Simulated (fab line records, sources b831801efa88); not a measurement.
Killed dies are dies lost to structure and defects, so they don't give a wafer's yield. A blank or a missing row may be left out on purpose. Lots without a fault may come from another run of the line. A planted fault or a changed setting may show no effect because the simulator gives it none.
One fault seen from 2 desks | flow gf180mcu | each desk has only its own numbers; what lay behind them comes last

THE METROLOGY DESK
What the gauges read, lot by lot, whatever tool the lot ran on: means of the sampled wafers that have a number. A lot is out of limits, marked OUT, if its mean lies more than 4 standard deviations from the usual mean; the brackets give that distance.
Columns: A = cd_nm at GF_POLY_GATE_CD_MEAS_10, usual 279.8 nm; B = HV_LDD_3_TW at GF_HV_LDD_TW_MEAS_38, usual 1438; C = HV_LDD_RS at GF_HV_LDD_RS_MEAS_53, usual 418.3 ohm/sq
lot  | first seen here | A     | B               | C
L841 | day 10 11:47    | 280.2 | 1432            | 418.2
L842 | day 10 14:44    | 280.8 | 1429            | 418.6
L844 | day 11 08:25    | 280.1 | 1437            | 416.9
L845 | day 11 13:22    | 279.7 | 1441            | 419.0
L846 | day 11 18:18    | 282.8 | 1445            | 418.8
L847 | day 12 02:10    | 280.1 | 1445            | 417.3
L848 | day 12 10:59    | 280.8 | 1446            | 417.3
L849 | day 12 19:46    | 279.1 | 1423            | 417.3
L850 | day 13 01:23    | 279.5 | 1442            | 418.8
L851 | day 13 05:40    | 281.1 | 1448            | 418.9
L853 | day 13 22:37    | 280.2 | 1486 (+6.5) OUT | 412.9 (-5.5) OUT
L855 | day 14 19:00    | 277.6 | 1478 (+5.5) OUT | 411.7 (-6.7) OUT
This desk's finding: out of limits on L853, L855; first on L853, day 16 17:42 (HV_LDD_3_TW at GF_HV_LDD_TW_MEAS_38). In limits: L841, L842, L844, L845, L846, L847, L848, L849, L850, L851.

THE TOOL OWNER'S DESK: implanter-03
The tool's own readings at GF_HV_LDD_IMPLANT_36: means of the sampled wafers that have a number, for each lot that ran on this tool. A lot is out of limits, marked OUT, if its mean lies more than 4 standard deviations from the usual mean; the brackets give that distance.
Columns: A = beam_on_s at GF_HV_LDD_IMPLANT_36, usual 9.97 s; B = dose_ions_cm2 at GF_HV_LDD_IMPLANT_36, usual 7.501e+12; C = faraday_current_uA at GF_HV_LDD_IMPLANT_36, usual 42.4
lot  | first seen here | A     | B                           | C
L841 | day 12 23:45    | 9.94  | 7.509e+12                   | 42.6
L851 | day 16 02:41    | 10.10 | 7.503e+12                   | 41.9
L853 | day 16 17:27    | 9.95  | 1.019e+13 (+99 or more) OUT | 57.5 (+18) OUT
L855 | day 17 15:01    | 10.07 | 1.018e+13 (+99 or more) OUT | 57.1 (+17) OUT
This desk's finding: out of limits on L853, L855; first on L853, day 16 17:27 (dose_ions_cm2 at GF_HV_LDD_IMPLANT_36). In limits: L841, L851.

PUT TOGETHER
The tool owner's desk could have raised an alarm at day 16 17:27, on L853, L855.
The metrology desk could have raised an alarm at day 16 17:42, on L853, L855.
Of the lots named, all ran GF_HV_LDD_IMPLANT_36 on implanter-03.

WHAT THE SIMULATOR HAD PUT IN
Process parameter drift: implanter-03, from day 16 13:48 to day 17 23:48, at GF_HV_LDD_IMPLANT_36. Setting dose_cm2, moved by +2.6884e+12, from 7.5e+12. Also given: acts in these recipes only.
Lots struck among those shown: L853, L855.
Hours from the fault's start to each desk's first reading out of limits: the tool owner's desk, 4; the metrology desk, 4.
